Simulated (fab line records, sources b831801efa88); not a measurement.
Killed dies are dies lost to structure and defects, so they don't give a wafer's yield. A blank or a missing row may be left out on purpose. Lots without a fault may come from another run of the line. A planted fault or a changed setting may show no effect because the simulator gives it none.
One fault seen from 2 desks | flow sky130 | each desk has only its own numbers; what lay behind them comes last

THE TOOL OWNER'S DESK: furnace-02
The tool's own readings at SKY_FIELD_ISO_OXIDATION_22 (stabilise 600 s, purge 300 s, target thk 10 nm): means of the sampled wafers that have a number, for each lot that ran on this tool. A lot is out of limits, marked OUT, if its mean lies more than 4 standard deviations from the usual mean; the brackets give that distance.
Columns: A = spike_tc_bottom_C at SKY_FIELD_ISO_OXIDATION_22, usual 972.5 C
lot  | first seen here | A
L357 | day 2 21:23     | 973.6
L359 | day 3 10:56     | 973.8
L363 | day 4 03:58     | 974.4
L367 | day 5 00:07     | 974.8
L369 | day 5 11:38     | 973.5
L370 | day 6 00:26     | 973.1
This desk's finding: nothing out of limits on any of the 6 lots.

THE METROLOGY DESK
What the gauges read, lot by lot, whatever tool the lot ran on: means of the sampled wafers that have a number. A lot is out of limits, marked OUT, if its mean lies more than 4 standard deviations from the usual mean; the brackets give that distance.
Columns: A = cd_nm at SKY_FIELD_ISO_CD_MEAS_13, usual 150.4 nm; B = FIELD_ISO_OXIDATION_01_THK at SKY_FIELD_ISO_THK_MEAS_23, usual 10.07 nm; C = FIELD_ISO_CVD_24_THK at SKY_FIELD_ISO_THK_MEAS_25, usual 597 nm; D = NWELL_OXIDATION_THK at SKY_NWELL_THK_MEAS_02, usual 10.08 nm; E = DNWELL_TW at SKY_DNWELL_TW_MEAS_09, usual 1117; F = PWDE_OVL at SKY_PWDE_OVL_MEAS_07, usual -0.7 nm
lot  | first seen here | A     | B     | C   | D     | E    | F
L355 | day 2 09:42     | 151.0 | 10.16 | 600 | 9.80  | 1114 | -0.7
L357 | day 2 20:11     | 152.4 | 10.24 | 594 | 9.95  | 1116 | 0.7
L359 | day 3 07:27     | 151.7 | 10.11 | 596 | 10.22 | 1121 | -2.4
L363 | day 4 03:18     | 150.1 | 10.27 | 595 | 10.08 | 1126 | 0.2
L367 | day 4 23:29     | 149.9 | 10.24 | 607 | 9.98  | 1132 | -1.5
L369 | day 5 11:02     | 148.9 | 10.01 | 604 | 10.00 | 1119 | 0.3
L370 | day 5 18:14     | 151.1 | 10.15 | 609 | 10.20 | 1118 | -1.9
This desk's finding: nothing out of limits on any of the 7 lots.

PUT TOGETHER
The tool owner's desk saw nothing out of limits.
The metrology desk saw nothing out of limits.

WHAT THE SIMULATOR HAD PUT IN
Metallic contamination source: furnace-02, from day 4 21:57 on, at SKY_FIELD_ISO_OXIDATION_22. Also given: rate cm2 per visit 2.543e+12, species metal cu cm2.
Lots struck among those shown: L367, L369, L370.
